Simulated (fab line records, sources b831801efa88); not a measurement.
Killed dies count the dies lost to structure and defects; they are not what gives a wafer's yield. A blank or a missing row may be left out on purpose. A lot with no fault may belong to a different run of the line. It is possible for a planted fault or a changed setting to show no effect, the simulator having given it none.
fab line records	flow gf180mcu
record: lots: 24	wafers: 72	last-day: 34
route steps=602 shown DNWELL@40 CONTACT@303 M2@364 M4@458 V4@481
lots untouched by any fault: they come from a run of this same line in which no faults occurred
start-h: start of the lot's first displayed wafer, in hours after the record's first day	wait-h: hours since the lot's step before	" unchanged from the row above	L1.1+2: one row covering several wafers at once	- no value present, or no start provided	* or withheld: withheld	< > ~ a bound
route shown NAME@n: names a module that has steps shown in the file, with the first one's number in the route	usual: mean/standard deviation taken from wafers without a fault	same: alike in all rows	chamber/n: place in a boat	sites: the reading at each site	_std_site: their standard deviation	_edge_site: mean of outer sites minus mean of inner sites	radius-mm: how far each site lies from the wafer's centre	mask NAME#n: copy n	behind: the tool/chamber that last shaped the wafer	hold: cause of the lot's hold/its duration in hours/its outcome	device: which transistor (n, p or np) failed to switch	end of line: tests of these same wafers at the route's end	a step without rows: its recipe alone	killed: not the wafer's yield, but the dies lost to structure and defects at the first sort	map: a wafer's dies, marking killed ones x, the rest . and places with no die _
set.NAME: the setting as run; set.NAME@STEP: as run at that earlier step	model.NAME: the simulator's own value behind a step, which no gauge read
one table for each step of the route and one row for each wafer, over a sample of lots
services: when a tool's chamber went out of use (start-h, in hours from the record's first day, below 0 if earlier), for how many hours, and the reason
== steps ==
step: GF_DNWELL_STRIP_08
recipe: chemistry: O2/N2	power-w: 1400	pressure-mtorr: 1500	platen-temp-c: 250	o2-flow-sccm: 3000	n2-flow-sccm: 300	overash-fraction: 0.5
usual: drypump-motor-current-A: 5.9/0.67	heater-power-w: 329/27	oes-product-au: 0.723/0.0046	strip-time-to-endpoint-s: 37.03/0.095
lot.wafer	tool	chamber	start-h	wait-h	drypump-motor-current-A	heater-power-w	oes-product-au	rf-hours-counter-h	strip-time-to-endpoint-s
L074.2	plasma-asher-01	0	43.30	0.1	5.6	299	0.726	24	37.15
L074.3	"	0	"	"	5.6	294	0.720	-	37.18
L074.6	"	0	"	"	5.6	293	0.729	-	37.07
L075.1	plasma-asher-03	0	48.30	0.1	6.7	359	0.720	39	36.91
L075.3	"	0	"	"	6.6	356	0.722	-	37.04
L075.6	"	1	"	"	6.0	307	0.723	-	37.00
L076.4	plasma-asher-04	0	55.15	0.1	6.7	318	0.728	-	37.14
L076.5	"	0	"	"	6.7	318	0.719	-	37.01
L076.6	"	1	"	"	4.7	380	0.715	-	37.15
L077.4	plasma-asher-03	0	58.33	0.1	6.7	358	0.730	-	37.11
L077.5	"	0	"	"	6.6	354	0.728	-	37.07
L077.6	"	1	"	"	6.0	307	0.720	-	37.07
L078.1	plasma-asher-03	1	63.86	0.1	6.0	317	0.723	41	37.09
L078.2	"	0	"	"	6.7	360	0.720	41	37.03
L078.4	"	1	"	"	6.0	299	0.722	-	36.98
L079.1	plasma-asher-04	1	67.98	0.1	4.7	379	0.725	43	37.03
L079.4	"	1	"	"	4.7	379	0.726	-	36.99
L079.6	"	0	"	"	6.7	320	0.719	-	37.01
L080.1	plasma-asher-01	0	75.81	0.1	5.6	300	0.723	27	36.97
L080.2	"	1	"	"	5.8	308	0.720	27	37.04
L080.3	"	0	"	"	5.6	299	0.717	-	37.01
L081.3	plasma-asher-03	1	81.21	0.1	6.0	315	0.729	-	36.87
L081.4	"	0	"	"	6.7	362	0.727	-	36.83
L081.6	"	0	"	"	6.6	363	0.732	-	36.77
L082.2	plasma-asher-01	0	85.38	0.1	5.6	290	0.723	28	36.96
L082.3	"	1	"	"	5.8	316	0.732	-	37.12
L082.4	"	0	"	"	5.6	296	0.724	-	37.05
L083.1	plasma-asher-03	1	88.50	0.1	6.0	300	0.717	43	36.97
L083.3	"	1	"	"	6.0	309	0.731	-	36.95
L083.4	"	0	"	"	6.6	354	0.725	-	36.94
L084.1	plasma-asher-01	0	96.55	0.1	5.6	293	0.723	30	37.04
L084.4	"	0	"	"	5.6	299	0.718	-	37.02
L084.5	"	1	"	"	5.9	324	0.723	-	36.95
L085.2	plasma-asher-03	0	101.48	0.1	6.6	360	0.721	45	36.99
L085.3	"	0	"	"	6.6	353	0.726	-	37.05
L085.4	"	1	"	"	6.0	308	0.719	-	37.02
L086.1	plasma-asher-03	1	106.28	0.1	6.0	307	0.724	45	37.12
L086.2	"	0	"	"	6.7	359	0.730	45	37.04
L086.3	"	1	"	"	6.0	300	0.720	-	37.16
L087.1	plasma-asher-01	0	112.60	0.1	5.5	300	0.715	31	37.04
L087.2	"	1	"	"	5.8	314	0.720	31	36.92
L087.6	"	0	"	"	5.5	294	0.730	-	36.95
L088.1	plasma-asher-01	1	117.63	0.1	5.8	318	0.716	32	36.98
L088.3	"	1	"	"	5.8	308	0.718	-	36.96
L088.6	"	1	"	"	5.8	325	0.718	-	37.01
L089.1	plasma-asher-04	1	122.70	0.1	4.7	357	0.725	0	37.07
L089.2	"	0	"	"	6.7	326	0.721	0	37.15
L089.6	"	0	"	"	6.7	328	0.731	-	37.07
L090.4	plasma-asher-04	0	128.09	0.1	6.7	328	0.719	-	36.99
L090.5	"	1	"	"	4.8	360	0.717	-	37.04
L090.6	"	0	"	"	6.7	328	0.723	-	37.12
L091.3	plasma-asher-03	0	134.53	0.1	6.6	355	0.719	-	37.07
L091.5	"	1	"	"	6.0	308	0.723	-	37.14
L091.6	"	0	"	"	6.7	354	0.723	-	36.92
L092.1	plasma-asher-03	0	140.03	0.1	6.7	363	0.719	49	36.94
L092.4	"	0	"	"	6.6	361	0.724	-	36.96
L092.6	"	0	"	"	6.6	359	0.718	-	36.87
L093.1	plasma-asher-04	0	144.60	0.1	6.7	332	0.725	3	36.98
L093.5	"	0	"	"	6.7	323	0.719	-	37.09
L093.6	"	1	"	"	4.7	361	0.725	-	37.05
L094.1	plasma-asher-01	0	151.48	0.1	5.5	291	0.713	36	37.13
L094.3	"	0	"	"	5.6	294	0.721	-	37.03
L094.4	"	1	"	"	5.8	316	0.734	-	37.15
L095.2	plasma-asher-04	0	154.83	0.1	6.7	334	0.727	4	37.11
L095.3	"	0	"	"	6.7	319	0.715	-	37.23
L095.6	"	0	"	"	6.7	328	0.726	-	37.16
L096.1	plasma-asher-04	0	158.93	0.1	6.7	327	0.723	4	37.04
L096.2	"	1	"	"	4.7	372	0.720	4	37.16
L096.3	"	0	"	"	6.7	326	0.724	-	37.10
L097.2	plasma-asher-04	1	167.26	0.1	4.7	362	0.723	5	36.97
L097.3	"	0	"	"	6.7	334	0.726	-	37.11
L097.4	"	1	"	"	4.7	364	0.722	-	36.97
step: GF_CONTACT_ETCH_16
recipe: chemistry: N2/H2	target-depth-a: withheld	overetch-a: withheld	time-s: withheld	target: BARC	ion-energy-ev: 200	source-w: 500	bias-w: 100	pressure-mtorr: 30	n2-flow-sccm: 100	h2-flow-sccm: 200
usual: drypump-motor-current-A: 5.36/0.24	oes-product-au: 0.854/0.0046	throttle-valve-pct: 13.223/0.0095
lot.wafer	tool	chamber	start-h	wait-h	drypump-motor-current-A	oes-product-au	throttle-valve-pct
L074.2	rie-diel-02	3	364.75	0.0	5.33	0.857	13.214
L074.3	"	1	"	"	5.69	0.860	13.230
L074.6	"	2	"	"	5.11	0.850	13.219
L075.1	rie-diel-03	2	376.26	0.0	4.91	0.849	13.215
L075.3	"	3	"	"	5.21	0.860	13.229
L075.6	"	0	"	"	5.46	0.852	13.230
L076.4	rie-diel-03	3	379.95	0.0	5.20	0.859	13.221
L076.5	"	1	"	"	5.38	0.850	13.216
L076.6	"	2	"	"	4.91	0.854	13.227
L077.4	rie-diel-01	2	390.90	0.0	5.05	0.852	13.233
L077.5	"	2	"	"	5.03	0.846	13.230
L077.6	"	1	"	"	5.45	0.860	13.225
L078.1	rie-diel-03	0	401.95	0.0	5.50	0.855	13.233
L078.2	"	1	"	"	5.40	0.859	13.212
L078.4	"	2	"	"	4.91	0.869	13.221
L079.1	rie-diel-02	1	406.23	0.0	5.71	0.852	13.222
L079.4	"	0	"	"	5.30	0.852	13.215
L079.6	"	0	"	"	5.31	0.865	13.206
L080.1	rie-diel-03	3	421.45	0.0	5.21	0.855	13.236
L080.2	"	1	"	"	5.40	0.856	13.206
L080.3	"	2	"	"	4.91	0.850	13.219
L081.3	rie-diel-01	3	431.85	0.0	5.58	0.844	13.240
L081.4	"	2	"	"	5.03	0.857	13.219
L081.6	"	0	"	"	5.68	0.851	13.213
L082.2	rie-diel-02	2	437.83	0.0	5.11	0.853	13.230
L082.3	"	0	"	"	5.31	0.852	13.224
L082.4	"	1	"	"	5.71	0.851	13.225
L083.1	rie-diel-03	0	441.90	0.0	5.44	0.854	13.232
L083.3	"	2	"	"	4.91	0.854	13.232
L083.4	"	3	"	"	5.20	0.850	13.225
L084.1	rie-diel-02	0	457.35	0.0	5.32	0.855	13.215
L084.4	"	1	"	"	5.70	0.858	13.220
L084.5	"	1	"	"	5.67	0.864	13.217
L085.2	rie-diel-02	2	463.08	0.0	5.10	0.850	13.241
L085.3	"	0	"	"	5.32	0.855	13.220
L085.4	"	3	"	"	5.34	0.853	13.227
L086.1	rie-diel-01	0	480.28	0.0	5.70	0.849	13.209
L086.2	"	1	"	"	5.46	0.856	13.212
L086.3	"	3	"	"	5.54	0.856	13.233
L087.1	rie-diel-02	0	480.63	0.0	5.31	0.848	13.223
L087.2	"	3	"	"	5.39	0.849	13.241
L087.6	"	3	"	"	5.37	0.845	13.237
L088.1	rie-diel-02	3	487.65	0.0	5.36	0.853	13.237
L088.3	"	0	"	"	5.31	0.855	13.231
L088.6	"	1	"	"	5.68	0.848	13.226
L089.1	rie-diel-01	3	500.36	0.0	5.56	0.851	13.221
L089.2	"	0	"	"	5.68	0.852	13.211
L089.6	"	1	"	"	5.44	0.853	13.237
L090.4	rie-diel-03	1	510.11	0.0	5.39	0.853	13.226
L090.5	"	0	"	"	5.49	0.859	13.229
L090.6	"	3	"	"	5.20	0.850	13.220
L091.3	rie-diel-02	3	512.13	0.0	5.36	0.855	13.222
L091.5	"	3	"	"	5.35	0.850	13.248
L091.6	"	0	"	"	5.34	0.851	13.224
L092.1	rie-diel-02	1	520.00	0.0	5.69	0.853	13.239
L092.4	"	2	"	"	5.11	0.853	13.227
L092.6	"	2	"	"	5.10	0.852	13.212
L093.1	rie-diel-02	2	534.38	0.0	5.10	0.845	13.224
L093.5	"	2	"	"	5.09	0.855	13.220
L093.6	"	1	"	"	5.69	0.852	13.222
L094.1	rie-diel-02	1	540.23	0.0	5.72	0.853	13.217
L094.3	"	0	"	"	5.32	0.856	13.216
L094.4	"	2	"	"	5.10	0.852	13.234
L095.2	rie-diel-03	1	544.61	0.0	5.40	0.850	13.232
L095.3	"	2	"	"	4.91	0.858	13.237
L095.6	"	0	"	"	5.50	0.856	13.218
L096.1	rie-diel-01	3	548.13	0.0	5.59	0.858	13.216
L096.2	"	1	"	"	5.44	0.847	13.224
L096.3	"	2	"	"	4.99	0.853	13.228
L097.2	rie-diel-02	2	558.43	0.0	5.09	0.851	13.212
L097.3	"	3	"	"	5.37	0.856	13.222
L097.4	"	1	"	"	5.68	0.857	13.249
step: GF_M2_SPUTTER_02
recipe: material: AlCu	target-thk-nm: 450	power-w: 10600	time-s: 23.9	chamber-pressure-pa: 0.4
usual: throttle-valve-pct: 30.1/1.4
lot.wafer	tool	chamber	start-h	wait-h	throttle-valve-pct
L074.2	pvd-sputter-04	-	415.14	0.0	30.3
L074.3	"	-	"	"	29.9
L074.6	"	-	"	"	31.7
L075.1	pvd-sputter-02	-	427.39	0.0	28.1
L075.3	"	-	"	"	32.2
L075.6	"	-	"	"	31.9
L076.4	pvd-sputter-02	-	432.99	0.0	27.8
L076.5	"	-	"	"	27.8
L076.6	"	-	"	"	32.2
L077.4	pvd-sputter-02	-	443.16	0.0	31.9
L077.5	"	-	"	"	28.1
L077.6	"	-	"	"	32.0
L078.1	pvd-sputter-01	-	454.09	0.0	31.1
L078.2	"	-	"	"	30.2
L078.4	"	-	"	"	28.6
L079.1	pvd-sputter-04	-	459.41	0.0	29.8
L079.4	"	-	"	"	30.1
L079.6	"	-	"	"	31.8
L080.1	pvd-sputter-01	-	474.31	0.0	31.1
L080.2	"	-	"	"	28.6
L080.3	"	-	"	"	30.0
L081.3	pvd-sputter-04	-	484.99	0.0	29.7
L081.4	"	-	"	"	30.3
L081.6	"	-	"	"	30.5
L082.2	pvd-sputter-01	-	490.76	0.0	31.1
L082.3	"	-	"	"	29.9
L082.4	"	-	"	"	28.4
L083.1	pvd-sputter-02	-	494.80	0.0	32.0
L083.3	"	-	"	"	28.2
L083.4	"	-	"	"	29.2
L084.1	pvd-sputter-02	-	510.05	0.0	28.1
L084.4	"	-	"	"	31.6
L084.5	"	-	"	"	29.0
L085.2	pvd-sputter-02	-	515.49	0.0	29.2
L085.3	"	-	"	"	31.6
L085.4	"	-	"	"	32.0
L086.1	pvd-sputter-02	-	531.54	0.0	32.0
L086.2	"	-	"	"	29.5
L086.3	"	-	"	"	31.7
L087.1	pvd-sputter-01	-	531.89	0.0	28.8
L087.2	"	-	"	"	28.8
L087.6	"	-	"	"	29.9
L088.1	pvd-sputter-01	-	538.32	0.0	29.0
L088.3	"	-	"	"	28.3
L088.6	"	-	"	"	31.5
L089.1	pvd-sputter-02	-	551.46	0.0	29.2
L089.2	"	-	"	"	31.4
L089.6	"	-	"	"	31.7
L090.4	pvd-sputter-04	-	559.44	0.0	31.6
L090.5	"	-	"	"	30.1
L090.6	"	-	"	"	30.6
L091.3	pvd-sputter-01	-	561.96	0.0	28.3
L091.5	"	-	"	"	28.4
L091.6	"	-	"	"	31.5
L092.1	pvd-sputter-04	-	568.93	0.0	30.5
L092.4	"	-	"	"	29.9
L092.6	"	-	"	"	29.8
L093.1	pvd-sputter-02	-	583.61	0.0	29.3
L093.5	"	-	"	"	29.1
L093.6	"	-	"	"	32.0
L094.1	pvd-sputter-01	-	588.44	0.0	31.0
L094.3	"	-	"	"	28.9
L094.4	"	-	"	"	28.7
L095.2	pvd-sputter-01	-	592.44	0.0	28.8
L095.3	"	-	"	"	28.5
L095.6	"	-	"	"	28.5
L096.1	pvd-sputter-01	-	595.97	0.0	29.8
L096.2	"	-	"	"	28.7
L096.3	"	-	"	"	31.2
L097.2	pvd-sputter-02	-	607.03	0.0	32.0
L097.3	"	-	"	"	28.1
L097.4	"	-	"	"	31.4
step: GF_M2_RS_MEAS_05
recipe: thk-meas-gauge: four-point-probe	reads: TiN_of_M2_SPUTTER_04+Ti_of_M2_SPUTTER_03+AlCu_of_M2_SPUTTER_02+TiN_of_M2_SPUTTER_01+Ti_of_M2_SPUTTER_00
usual: M2_ALCU_RS: 0.0695/0.00058
lot.wafer	tool	chamber	start-h	wait-h	M2_ALCU_RS[ohm/sq]
L074.2	film-metro-02	-	415.25	0.0	0.0690
L074.3	"	-	"	"	0.0700
L074.6	"	-	"	"	0.0699
L075.1	film-metro-01	-	427.48	0.0	0.0686
L075.3	"	-	"	"	0.0687
L075.6	"	-	"	"	0.0685
L076.4	film-metro-02	-	433.14	0.1	0.0694
L076.5	"	-	"	"	0.0699
L076.6	"	-	"	"	0.0696
L077.4	film-metro-02	-	443.31	0.1	0.0688
L077.5	"	-	"	"	0.0689
L077.6	"	-	"	"	0.0685
L078.1	film-metro-01	-	454.18	0.0	0.0689
L078.2	"	-	"	"	0.0693
L078.4	"	-	"	"	0.0689
L079.1	film-metro-03	-	459.50	0.0	0.0689
L079.4	"	-	"	"	0.0687
L079.6	"	-	"	"	0.0690
L080.1	film-metro-01	-	474.41	0.0	0.0704
L080.2	"	-	"	"	0.0696
L080.3	"	-	"	"	0.0700
L081.3	film-metro-03	-	485.12	0.1	0.0697
L081.4	"	-	"	"	0.0690
L081.6	"	-	"	"	0.0695
L082.2	film-metro-01	-	490.87	0.0	0.0697
L082.3	"	-	"	"	0.0702
L082.4	"	-	"	"	0.0694
L083.1	film-metro-03	-	494.89	0.0	0.0701
L083.3	"	-	"	"	0.0700
L083.4	"	-	"	"	0.0692
L084.1	film-metro-02	-	510.14	0.0	0.0693
L084.4	"	-	"	"	0.0684
L084.5	"	-	"	"	0.0692
L085.2	film-metro-02	-	515.60	0.0	0.0699
L085.3	"	-	"	"	0.0689
L085.4	"	-	"	"	0.0705
L086.1	film-metro-02	-	531.63	0.0	0.0697
L086.2	"	-	"	"	0.0697
L086.3	"	-	"	"	0.0688
L087.1	film-metro-03	-	531.98	0.0	0.0696
L087.2	"	-	"	"	0.0691
L087.6	"	-	"	"	0.0698
L088.1	film-metro-02	-	538.41	0.0	0.0694
L088.3	"	-	"	"	0.0698
L088.6	"	-	"	"	0.0700
L089.1	film-metro-02	-	551.55	0.0	0.0694
L089.2	"	-	"	"	0.0682
L089.6	"	-	"	"	0.0690
L090.4	film-metro-02	-	559.59	0.1	0.0690
L090.5	"	-	"	"	0.0699
L090.6	"	-	"	"	0.0697
L091.3	film-metro-02	-	562.09	0.1	0.0702
L091.5	"	-	"	"	0.0700
L091.6	"	-	"	"	0.0702
L092.1	film-metro-01	-	569.02	0.0	0.0702
L092.4	"	-	"	"	0.0696
L092.6	"	-	"	"	0.0700
L093.1	film-metro-02	-	583.70	0.0	0.0698
L093.5	"	-	"	"	0.0697
L093.6	"	-	"	"	0.0702
L094.1	film-metro-02	-	588.53	0.0	0.0703
L094.3	"	-	"	"	0.0694
L094.4	"	-	"	"	0.0694
L095.2	film-metro-02	-	592.55	0.0	0.0698
L095.3	"	-	"	"	0.0695
L095.6	"	-	"	"	0.0700
L096.1	film-metro-02	-	596.06	0.0	0.0696
L096.2	"	-	"	"	0.0703
L096.3	"	-	"	"	0.0701
L097.2	film-metro-03	-	607.14	0.0	0.0707
L097.3	"	-	"	"	0.0700
L097.4	"	-	"	"	0.0698
step: GF_M4_SPUTTER_02
recipe: material: AlCu	target-thk-nm: 450	power-w: 10600	time-s: 23.9	chamber-pressure-pa: 0.4
usual: throttle-valve-pct: 30.2/1.3
lot.wafer	tool	chamber	start-h	wait-h	throttle-valve-pct
L074.2	pvd-sputter-04	-	516.53	0.0	30.1
L074.3	"	-	"	"	30.5
L074.6	"	-	"	"	31.3
L075.1	pvd-sputter-02	-	528.67	0.0	28.1
L075.3	"	-	"	"	32.1
L075.6	"	-	"	"	31.4
L076.4	pvd-sputter-02	-	534.11	0.0	28.2
L076.5	"	-	"	"	31.4
L076.6	"	-	"	"	28.3
L077.4	pvd-sputter-02	-	543.80	0.0	31.3
L077.5	"	-	"	"	29.1
L077.6	"	-	"	"	32.0
L078.1	pvd-sputter-01	-	554.18	0.0	30.1
L078.2	"	-	"	"	31.2
L078.4	"	-	"	"	28.7
L079.1	pvd-sputter-01	-	559.21	0.0	28.8
L079.4	"	-	"	"	30.1
L079.6	"	-	"	"	28.9
L080.1	pvd-sputter-01	-	572.68	0.0	31.5
L080.2	"	-	"	"	30.2
L080.3	"	-	"	"	28.6
L081.3	pvd-sputter-04	-	581.03	0.0	31.3
L081.4	"	-	"	"	30.2
L081.6	"	-	"	"	30.6
L082.2	pvd-sputter-04	-	587.19	0.0	30.2
L082.3	"	-	"	"	30.4
L082.4	"	-	"	"	29.9
L083.1	pvd-sputter-04	-	591.20	0.0	30.5
L083.3	"	-	"	"	30.0
L083.4	"	-	"	"	29.9
L084.1	pvd-sputter-01	-	603.03	0.0	30.4
L084.4	"	-	"	"	28.6
L084.5	"	-	"	"	31.2
L085.2	pvd-sputter-01	-	609.09	0.0	30.3
L085.3	"	-	"	"	31.3
L085.4	"	-	"	"	28.6
L086.1	pvd-sputter-02	-	623.42	0.0	27.8
L086.2	"	-	"	"	31.9
L086.3	"	-	"	"	31.6
L087.1	pvd-sputter-04	-	624.55	0.0	30.5
L087.2	"	-	"	"	31.6
L087.6	"	-	"	"	30.2
L088.1	pvd-sputter-02	-	630.34	0.0	28.2
L088.3	"	-	"	"	31.7
L088.6	"	-	"	"	32.0
L089.1	pvd-sputter-02	-	642.09	0.0	27.9
L089.2	"	-	"	"	31.4
L089.6	"	-	"	"	31.4
L090.4	pvd-sputter-04	-	649.34	0.0	29.8
L090.5	"	-	"	"	30.4
L090.6	"	-	"	"	29.9
L091.3	pvd-sputter-04	-	651.37	0.0	30.3
L091.5	"	-	"	"	30.7
L091.6	"	-	"	"	31.4
L092.1	pvd-sputter-02	-	656.89	0.0	31.5
L092.4	"	-	"	"	29.3
L092.6	"	-	"	"	27.9
L093.1	pvd-sputter-01	-	670.96	0.0	28.8
L093.5	"	-	"	"	30.3
L093.6	"	-	"	"	28.4
L094.1	pvd-sputter-04	-	675.54	0.0	31.9
L094.3	"	-	"	"	29.9
L094.4	"	-	"	"	29.8
L095.2	pvd-sputter-01	-	679.77	0.0	30.3
L095.3	"	-	"	"	28.8
L095.6	"	-	"	"	28.8
L096.1	pvd-sputter-02	-	681.60	0.0	32.1
L096.2	"	-	"	"	28.2
L096.3	"	-	"	"	29.5
L097.2	pvd-sputter-02	-	691.93	0.0	28.3
L097.3	"	-	"	"	29.1
L097.4	"	-	"	"	32.3
step: GF_V4_BOW_MEAS_05
recipe: mode: bow
usual: V4_BOW: 135/8.8
lot.wafer	tool	chamber	start-h	wait-h	V4_BOW[um]
L074.2	film-metro-01	-	540.62	0.2	130
L074.3	"	-	"	"	133
L074.6	"	-	"	"	141
L075.1	film-metro-03	-	552.20	0.1	122
L075.3	"	-	"	"	113
L075.6	"	-	"	"	112
L076.4	film-metro-03	-	557.51	0.3	138
L076.5	"	-	"	"	130
L076.6	"	-	"	"	135
L077.4	film-metro-03	-	567.42	0.3	134
L077.5	"	-	"	"	131
L077.6	"	-	"	"	135
L078.1	film-metro-03	-	577.34	0.1	134
L078.2	"	-	"	"	144
L078.4	"	-	"	"	131
L079.1	film-metro-01	-	582.73	0.2	127
L079.4	"	-	"	"	131
L079.6	"	-	"	"	130
L080.1	film-metro-01	-	595.68	0.1	149
L080.2	"	-	"	"	140
L080.3	"	-	"	"	130
L081.3	film-metro-04	-	603.24	0.2	141
L081.4	"	-	"	"	148
L081.6	"	-	"	"	141
L082.2	film-metro-01	-	609.82	0.1	129
L082.3	"	-	"	"	132
L082.4	"	-	"	"	129
L083.1	film-metro-04	-	613.40	0.1	135
L083.3	"	-	"	"	147
L083.4	"	-	"	"	137
L084.1	film-metro-01	-	625.44	0.2	129
L084.4	"	-	"	"	124
L084.5	"	-	"	"	136
L085.2	film-metro-03	-	631.14	0.1	137
L085.3	"	-	"	"	144
L085.4	"	-	"	"	141
L086.1	film-metro-04	-	644.67	0.1	137
L086.2	"	-	"	"	143
L086.3	"	-	"	"	145
L087.1	film-metro-03	-	645.54	0.2	131
L087.2	"	-	"	"	137
L087.6	"	-	"	"	128
L088.1	film-metro-03	-	651.79	0.2	146
L088.3	"	-	"	"	140
L088.6	"	-	"	"	142
L089.1	film-metro-03	-	662.66	0.1	148
L089.2	"	-	"	"	132
L089.6	"	-	"	"	146
L090.4	film-metro-04	-	670.34	0.3	128
L090.5	"	-	"	"	134
L090.6	"	-	"	"	124
L091.3	film-metro-04	-	671.83	0.3	118
L091.5	"	-	"	"	117
L091.6	"	-	"	"	119
L092.1	film-metro-03	-	677.73	0.2	138
L092.4	"	-	"	"	136
L092.6	"	-	"	"	141
L093.1	film-metro-01	-	691.38	0.2	134
L093.5	"	-	"	"	136
L093.6	"	-	"	"	123
L094.1	film-metro-04	-	695.81	0.2	139
L094.3	"	-	"	"	135
L094.4	"	-	"	"	157
L095.2	film-metro-01	-	699.77	0.1	128
L095.3	"	-	"	"	127
L095.6	"	-	"	"	135
L096.1	film-metro-03	-	701.93	0.2	112
L096.2	"	-	"	"	132
L096.3	"	-	"	"	124
L097.2	film-metro-04	-	711.87	0.2	148
L097.3	"	-	"	"	140
L097.4	"	-	"	"	145
== services ==
tool	chamber	start-h	hours	kind
rie-diel-02	0	44.13	6.0	repair
pvd-sputter-02	-	56.84	9.1	repair
pvd-sputter-02	-	67.55	16.6	repair
rie-diel-02	1	70.56	1.3	repair
rie-diel-02	1	145.32	9.2	repair
rie-diel-02	-	152.19	14.6	pm
pvd-sputter-01	-	159.73	2.2	repair
pvd-sputter-01	-	165.75	3.5	repair
pvd-sputter-01	-	171.82	33.8	repair
rie-diel-02	2	185.36	8.2	repair
pvd-sputter-04	-	219.58	2.6	repair
pvd-sputter-02	-	240.89	1.8	repair
pvd-sputter-02	-	260.66	1.9	repair
rie-diel-02	2	273.53	8.8	repair
pvd-sputter-01	-	312.44	39.0	repair
rie-diel-02	-	352.01	2.6	repair
pvd-sputter-04	-	381.44	2.9	repair
pvd-sputter-02	-	404.45	2.6	repair
pvd-sputter-01	-	540.42	8.2	repair
rie-diel-02	3	542.76	4.6	repair
pvd-sputter-02	-	547.18	3.6	repair
pvd-sputter-01	-	626.53	2.6	repair
pvd-sputter-01	-	647.07	8.6	repair
pvd-sputter-04	-	668.39	1.3	repair
== key ==
fault none
